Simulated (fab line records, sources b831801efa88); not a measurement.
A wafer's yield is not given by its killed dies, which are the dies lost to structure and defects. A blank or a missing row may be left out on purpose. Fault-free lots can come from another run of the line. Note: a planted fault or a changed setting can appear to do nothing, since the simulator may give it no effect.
Check of tool commonality :: flow gf180mcu :: Lots sampled 9, wafers sampled 27

== REASON IT WAS OPENED ==
At GF_MIM_RS_MEAS_10 the reading MIM_ALCU_RS is flagged on 2 of 9 lots. No-fault wafers: 0.1609 ohm/sq, standard deviation 0.0026.
Rule: a lot is flagged in two cases, either no wafer of it has a number, or all its wafers with numbers fall more than 4 standard deviations from that mean. As for the other lots, they are considered sound.

lot: L210
measured: day 25 04:01
on: film_metro-01
MIM_ALCU_RS (ohm/sq), wafer by wafer: 0.1582 0.1586 0.1570
flag: 

lot: L212
measured: day 25 21:13
on: film_metro-03
MIM_ALCU_RS (ohm/sq), wafer by wafer: 0.1596 0.1643 0.1642
flag: 

lot: L216
measured: day 27 07:16
on: film_metro-01
MIM_ALCU_RS (ohm/sq), wafer by wafer: 0.1634 0.1610 0.1608
flag: 

lot: L221
measured: day 28 19:38
on: film_metro-01
MIM_ALCU_RS (ohm/sq), wafer by wafer: 0.1590 0.1618 0.1619
flag: 

lot: L226
measured: day 30 00:11
on: film_metro-02
MIM_ALCU_RS (ohm/sq), wafer by wafer: 0.1983 0.1930 0.1969
flag: FLAGGED

lot: L225
measured: day 30 01:05
on: film_metro-02
MIM_ALCU_RS (ohm/sq), wafer by wafer: 0.1991 0.1977 0.2018
flag: FLAGGED

lot: L229
measured: day 30 18:31
on: film_metro-02
MIM_ALCU_RS (ohm/sq), wafer by wafer: 0.1633 0.1606 0.1642
flag: 

lot: L230
measured: day 31 08:26
on: film_metro-02
MIM_ALCU_RS (ohm/sq), wafer by wafer: 0.1631 0.1637 0.1610
flag: 

lot: L231
measured: day 31 11:35
on: film_metro-02
MIM_ALCU_RS (ohm/sq), wafer by wafer: 0.1613 0.1671 0.1626
flag: 
Average over the flagged lots: 0.1978 ohm/sq; offset from the usual +0.0369 ohm/sq, equal to +14 standard deviations.

== WHICH TOOL RAN EACH LOT ==
Before the reading, the record contains 3 process steps out of a 602-step route. In each cell: the tool, then ch and the chambers that the sampled wafers went through, then the start.
lot: L210
flag: 
GF_M4_SPUTTER_00: pvd_sputter-04, day 23 04:44
GF_V4_ETCH_16: rie_diel-01 ch 0,3, day 25 02:14
GF_MIM_SPUTTER_08: pvd_sputter-02, day 25 03:56

lot: L212
flag: 
GF_M4_SPUTTER_00: pvd_sputter-01, day 23 22:59
GF_V4_ETCH_16: rie_diel-01 ch 1,2, day 25 19:26
GF_MIM_SPUTTER_08: pvd_sputter-03, day 25 21:09

lot: L216
flag: 
GF_M4_SPUTTER_00: pvd_sputter-04, day 25 09:23
GF_V4_ETCH_16: rie_diel-01 ch 1,2,3, day 27 05:29
GF_MIM_SPUTTER_08: pvd_sputter-03, day 27 07:12

lot: L221
flag: 
GF_M4_SPUTTER_00: pvd_sputter-02, day 27 00:20
GF_V4_ETCH_16: rie_diel-01 ch 1,3, day 28 17:50
GF_MIM_SPUTTER_08: pvd_sputter-02, day 28 19:35

lot: L226
flag: FLAGGED
GF_M4_SPUTTER_00: pvd_sputter-01, day 28 07:09
GF_V4_ETCH_16: rie_diel-03 ch 0,1,2, day 29 22:19
GF_MIM_SPUTTER_08: pvd_sputter-02, day 30 00:05

lot: L225
flag: FLAGGED
GF_M4_SPUTTER_00: pvd_sputter-02, day 28 07:48
GF_V4_ETCH_16: rie_diel-04 ch 1,2, day 29 23:16
GF_MIM_SPUTTER_08: pvd_sputter-02, day 30 01:02

lot: L229
flag: 
GF_M4_SPUTTER_00: pvd_sputter-02, day 29 02:15
GF_V4_ETCH_16: rie_diel-01 ch 1,2,3, day 30 16:36
GF_MIM_SPUTTER_08: pvd_sputter-01, day 30 18:24

lot: L230
flag: 
GF_M4_SPUTTER_00: pvd_sputter-02, day 29 16:52
GF_V4_ETCH_16: rie_diel-01 ch 2,3, day 31 06:40
GF_MIM_SPUTTER_08: pvd_sputter-01, day 31 08:23

lot: L231
flag: 
GF_M4_SPUTTER_00: pvd_sputter-01, day 29 19:43
GF_V4_ETCH_16: rie_diel-03 ch 1,2,3, day 31 09:49
GF_MIM_SPUTTER_08: pvd_sputter-01, day 31 11:32
These steps, and what they do:
- GF_M4_SPUTTER_00: material Ti, target thk 37.5 nm, time 150 s.
- GF_V4_ETCH_16: etches BARC in N2/H2.
- GF_MIM_SPUTTER_08: material AlCu, target thk 200 nm, time 10.6 s.
- GF_MIM_RS_MEAS_10: measures by four-point-probe.

== FLAGGED OVER TOTAL, TOOL BY TOOL (the gauges that took the reading come last) ==
step: GF_M4_SPUTTER_00
tool: pvd_sputter-01
lots run: 3
flagged: 1
share of the flagged lots: some
sound lots run after its first flagged lot: 1 (L231)

step: GF_M4_SPUTTER_00
tool: pvd_sputter-02
lots run: 4
flagged: 1
share of the flagged lots: some
sound lots run after its first flagged lot: 2 (L229,L230)

step: GF_M4_SPUTTER_00
tool: pvd_sputter-04
lots run: 2
flagged: 0
share of the flagged lots: none
sound lots run after its first flagged lot: -

step: GF_V4_ETCH_16
tool: rie_diel-01
lots run: 6
flagged: 0
share of the flagged lots: none
sound lots run after its first flagged lot: -

step: GF_V4_ETCH_16
tool: rie_diel-03
lots run: 2
flagged: 1
share of the flagged lots: some
sound lots run after its first flagged lot: 1 (L231)

step: GF_V4_ETCH_16
tool: rie_diel-04
lots run: 1
flagged: 1
share of the flagged lots: some
sound lots run after its first flagged lot: 0

step: GF_MIM_SPUTTER_08
tool: pvd_sputter-01
lots run: 3
flagged: 0
share of the flagged lots: none
sound lots run after its first flagged lot: -

step: GF_MIM_SPUTTER_08
tool: pvd_sputter-02
lots run: 4
flagged: 2
share of the flagged lots: all
sound lots run after its first flagged lot: 0

step: GF_MIM_SPUTTER_08
tool: pvd_sputter-03
lots run: 2
flagged: 0
share of the flagged lots: none
sound lots run after its first flagged lot: -

step: GF_MIM_RS_MEAS_10
tool: film_metro-01
lots run: 3
flagged: 0
share of the flagged lots: none
sound lots run after its first flagged lot: -

step: GF_MIM_RS_MEAS_10
tool: film_metro-02
lots run: 5
flagged: 2
share of the flagged lots: all
sound lots run after its first flagged lot: 3 (L229,L230,L231)

step: GF_MIM_RS_MEAS_10
tool: film_metro-03
lots run: 1
flagged: 0
share of the flagged lots: none
sound lots run after its first flagged lot: -

== WHAT IS ALLOWED BY THE TABLE ==
In 2 table rows, all flagged lots were run: pvd_sputter-02 (GF_MIM_SPUTTER_08), film_metro-02 (GF_MIM_RS_MEAS_10).
- pvd_sputter-02 at GF_MIM_SPUTTER_08: 2 of its 4 lots flagged. Last sound lot L221 at day 28 19:35, first flagged lot L226 at day 30 00:05; a fault beginning in between fits.
- film_metro-02 at GF_MIM_RS_MEAS_10: 2 of its 5 lots flagged. Sound lots followed the first flagged one (L229, L230, L231) on it, something a lasting fault affecting the whole tool could not allow.
Left over: one tool, pvd_sputter-02 at GF_MIM_SPUTTER_08.

== WHAT WAS PUT IN BY THE SIMULATOR ==
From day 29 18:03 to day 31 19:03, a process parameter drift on pvd_sputter-02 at GF_MIM_SPUTTER_08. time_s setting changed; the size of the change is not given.
Shown lots that were struck: L226, L225. The rule above found the same.
